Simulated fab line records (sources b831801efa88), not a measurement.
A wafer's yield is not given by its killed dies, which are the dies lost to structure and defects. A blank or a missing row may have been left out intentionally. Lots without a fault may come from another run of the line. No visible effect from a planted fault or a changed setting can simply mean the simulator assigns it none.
2 desks, one fault + flow gf180mcu + only its own numbers are on each desk; what lay behind them is given at the end

## METROLOGY DESK
Means of the sampled wafers that have a number, per lot and without regard to the tool the lot ran on: this is what the gauges read. The brackets show how far a lot's mean lies from the usual mean; more than 4 standard deviations puts the lot out of limits, marked OUT.
Columns: A = VT_IMPLANT_02_OVL at GF_VT_IMPLANT_OVL_MEAS_29, usual -0.2 nm; B = cdNm at GF_POLY_GATE_CD_MEAS_18, usual 280.7 nm
| lot  | first seen here | A    | B     |
|------|-----------------|------|-------|
| L336 | day 6 19:42     | -1.0 | 280.9 |
| L337 | day 7 04:22     | 0.4  | 282.5 |
| L343 | day 8 18:52     | -1.3 | 280.9 |
| L345 | day 9 07:21     | -1.5 | 282.3 |
| L347 | day 9 17:56     | -0.9 | 282.6 |
| L348 | day 10 05:36    | -1.3 | 277.9 |
| L349 | day 10 12:57    | 0.1  | 279.0 |
| L354 | day 11 22:09    | 0.6  | 279.7 |
| L355 | day 12 03:24    | -0.2 | 281.1 |
| L356 | day 12 08:51    | -0.4 | 282.1 |
| L357 | day 12 12:42    | 2.1  | 280.4 |
| L358 | day 13 00:24    | 0.2  | 281.0 |
| L359 | day 13 05:24    | 0.6  | 279.6 |
This desk's verdict: no lot among the 13 shows anything out of limits.

## DESK OF THE TOOL OWNER: lithoTrack-04
The tool's own readings at GF_HV_LDD_HMDS_13 (prime time 60 s): means of the sampled wafers that have a number, for each lot that ran on this tool. The brackets show how far a lot's mean lies from the usual mean; more than 4 standard deviations puts the lot out of limits, marked OUT.
Columns: A = exhaustPa at GF_HV_LDD_HMDS_13, usual 45.0 Pa; B = primeTempC at GF_HV_LDD_HMDS_13, usual 120.01 C
| lot  | first seen here | A    | B                |
|------|-----------------|------|------------------|
| L343 | day 12 13:28    | 44.5 | 123.53 (+25) OUT |
| L347 | day 13 14:20    | 45.0 | 123.26 (+23) OUT |
| L354 | day 16 02:08    | 45.6 | 119.94           |
| L355 | day 16 08:29    | 43.9 | 119.99           |
| L357 | day 16 23:50    | 46.6 | 120.03           |
| L358 | day 17 09:08    | 45.0 | 119.73           |
| L359 | day 17 15:35    | 44.8 | 119.94           |
This desk finds L343, L347 out of limits, L343 being first, at day 12 13:28 (primeTempC at GF_HV_LDD_HMDS_13). L354, L355, L357, L358, L359 stayed within limits.

## BROUGHT TOGETHER
On L343, L347, at day 12 13:28, an alarm was possible from the tool owner's desk.
Nothing out of limits was seen by the metrology desk.
The metrology desk holds a record of L343, L347, inside its limits.
GF_HV_LDD_HMDS_13 was run on lithoTrack-04 by each of the lots named.

## WHAT THE SIMULATOR HAD PUT IN
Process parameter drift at GF_HV_LDD_HMDS_13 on lithoTrack-04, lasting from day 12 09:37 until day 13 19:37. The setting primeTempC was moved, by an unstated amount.
Shown lots that were struck: L343, L347.
How many hours passed from the start of the fault until each desk's first out-of-limits reading: the tool owner's desk, 4.
